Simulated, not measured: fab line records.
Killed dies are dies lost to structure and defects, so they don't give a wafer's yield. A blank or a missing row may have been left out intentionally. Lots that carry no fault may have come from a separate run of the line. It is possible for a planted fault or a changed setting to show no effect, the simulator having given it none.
Which tool did it? | flow gf180mcu | 13 lots, 39 wafers sampled, at 4 steps of a route of 602

WHAT THE GAUGES SHOWED, per wafer
GF_VT_IMPLANT_RS_MEAS_49: a four-point-probe measurement. Usual: MVPSD_RS typically reads 1169 ohm/sq, with standard deviation 3.5.
lot  | measured     | on            | MVPSD_RS (ohm/sq) | flag
L205 | day 7 20:00  | film metro-02 | 1173 1174 1172    |
L206 | day 8 00:23  | film metro-03 | 1161 1161 1157    |
L207 | day 8 05:22  | film metro-03 | 1165 1171 1169    |
L208 | day 8 13:29  | film metro-02 | 1168 1165 1165    |
L209 | day 8 18:34  | film metro-04 | 1174 1170 1170    |
L211 | day 9 06:08  | film metro-04 | 1222 1227 1224    | OFF
L212 | day 9 15:06  | film metro-04 | 1225 1226 1226    | OFF
L221 | day 12 04:34 | film metro-04 | 1170 1172 1168    |
L222 | day 12 13:56 | film metro-03 | 1164 1161 1164    |
L223 | day 12 20:40 | film metro-02 | 1165 1170 1167    |
L224 | day 13 08:56 | film metro-02 | 1176 1178 1175    |
L226 | day 14 03:04 | film metro-03 | 1164 1168 1169    |
L227 | day 14 15:37 | film metro-02 | 1171 1169 1169    |

GF_CONTACT_BOW_MEAS_05. Usual: CONTACT_BOW typically reads 66 um, with standard deviation 6.5.
lot  | measured     | on            | CONTACT_BOW (um) | flag
L205 | day 15 14:38 | film metro-03 | 63 54 68         |
L206 | day 15 18:50 | film metro-04 | 69 72 65         |
L207 | day 16 03:37 | film metro-04 | 73 64 65         |
L208 | day 16 11:49 | film metro-04 | 69 74 68         |
L209 | day 16 14:45 | film metro-04 | 69 65 71         |
L211 | day 17 11:07 | film metro-02 | 69 70 67         |
L212 | day 17 18:47 | film metro-03 | 54 62 77         |
L221 | day 21 03:58 | film metro-02 | 53 66 54         |
L222 | day 21 13:13 | film metro-02 | 63 76 66         |
L223 | day 21 22:10 | film metro-03 | 66 74 71         |
L224 | day 22 10:31 | film metro-02 | 68 59 69         |
L226 | day 23 10:34 | film metro-02 | 70 64 66         |
L227 | day 23 23:40 | film metro-03 | 60 60 48         |

EACH LOT AND THE TOOL THAT RAN IT (in order: tool; ch and the chambers of the sampled wafers; start)
lot  | GF_MVPSD_IMPLANT_08             | GF_SAB_ETCH_11
L205 | implanter-01 ch 0, day 5 08:29  | rie diel-03 ch 0,1, day 15 13:11
L206 | implanter-03 ch 0, day 5 12:32  | rie diel-02 ch 0,2,3, day 15 17:19
L207 | implanter-01 ch 0, day 5 17:37  | rie diel-01 ch 0,2,3, day 16 02:08
L208 | implanter-03 ch 0, day 6 00:53  | rie diel-02 ch 1,2,3, day 16 10:23
L209 | implanter-03 ch 0, day 6 04:32  | rie diel-02 ch 0,2,3, day 16 13:22
L211 | implanter-03 ch 0, day 6 16:04  | rie diel-01 ch 0,2,3, day 17 09:43
L212 | implanter-03 ch 0, day 6 23:52  | rie diel-03 ch 1,2,3, day 17 17:22
L221 | implanter-01 ch 0, day 9 02:43  | rie diel-03 ch 0,1,2, day 21 02:35
L222 | implanter-02 ch 0, day 9 12:14  | rie diel-01 ch 1,2,3, day 21 11:48
L223 | implanter-02 ch 0, day 9 17:17  | rie diel-02 ch 1,3, day 21 20:46
L224 | implanter-02 ch 0, day 10 03:55 | rie diel-01 ch 2,3, day 22 09:01
L226 | implanter-03 ch 0, day 10 19:26 | rie diel-01 ch 1,2,3, day 23 09:09
L227 | implanter-02 ch 0, day 11 08:14 | rie diel-03 ch 0,1,3, day 23 22:15
- GF_MVPSD_IMPLANT_08
- GF_SAB_ETCH_11: etches SiO2 in C4F8/O2/Ar, target depth 55 nm, time 8.5 s.

AS READ BY THE TOOLS THEMSELVES (means over the sampled wafers that have a number; for cases with no such wafer, the mark the record gives instead)
GF_MVPSD_IMPLANT_08. Usual: end station pressure torr 5.06e-06 Torr, standard deviation 2.5e-07; tilt deg 0.000 degrees, standard deviation 0.021.
lot  | tool         | end station pressure torr (Torr) | tilt deg (degrees) | flag
L205 | implanter-01 | 5.18e-06                         | -0.009             |
L206 | implanter-03 | 5.09e-06                         | -0.002             |
L207 | implanter-01 | 4.94e-06                         | 0.011              |
L208 | implanter-03 | 5.12e-06                         | -0.012             |
L209 | implanter-03 | 4.93e-06                         | 0.022              |
L211 | implanter-03 | 5.36e-06                         | -0.002             |
L212 | implanter-03 | 5.05e-06                         | -0.004             |
L221 | implanter-01 | 5.14e-06                         | 0.005              |
L222 | implanter-02 | 5.17e-06                         | 0.002              |
L223 | implanter-02 | 5.01e-06                         | -0.024             |
L224 | implanter-02 | 4.92e-06                         | -0.007             |
L226 | implanter-03 | 5.00e-06                         | 0.003              |
L227 | implanter-02 | 5.12e-06                         | -0.011             |

GF_SAB_ETCH_11. Usual: 0.999 a.u. for oes product au, sd 0.0087.
lot  | tool        | oes product au (a.u.) | flag
L205 | rie diel-03 | 0.992                 |
L206 | rie diel-02 | 0.992                 |
L207 | rie diel-01 | 1.005                 |
L208 | rie diel-02 | 0.997                 |
L209 | rie diel-02 | 1.000                 |
L211 | rie diel-01 | 1.002                 |
L212 | rie diel-03 | 1.006                 |
L221 | rie diel-03 | 0.996                 |
L222 | rie diel-01 | 0.992                 |
L223 | rie diel-02 | 0.989                 |
L224 | rie diel-01 | 0.993                 |
L226 | rie diel-01 | 1.007                 |
L227 | rie diel-03 | 0.996                 |

THE ANSWER, worked out from the rows above alone
Rule: take the mean of a lot's wafers that have a number; if it is more than 3 standard deviations from the usual mean, the lot is off. A lot without any number at a reading at which 4 lots or more have one is off too. Where the step has rows for the other lots, those lots are counted as sound. The gauges are gone through in route order, then the tools' own readings, and for those a lot's mean is taken as printed above. At the first step where some lot is off, the reading lying furthest off is the one used; lots without a number count as furthest.
Off: at GF_VT_IMPLANT_RS_MEAS_49 (MVPSD_RS), L211, L212.
If a tool, at a process step before that reading, ran all the lots that are off and no sound lot after the first of them, it fits. Those tools and the gauges at GF_VT_IMPLANT_RS_MEAS_49 are tried in the same way. None of those tried fits.

WHAT THE SIMULATOR HAD PUT IN
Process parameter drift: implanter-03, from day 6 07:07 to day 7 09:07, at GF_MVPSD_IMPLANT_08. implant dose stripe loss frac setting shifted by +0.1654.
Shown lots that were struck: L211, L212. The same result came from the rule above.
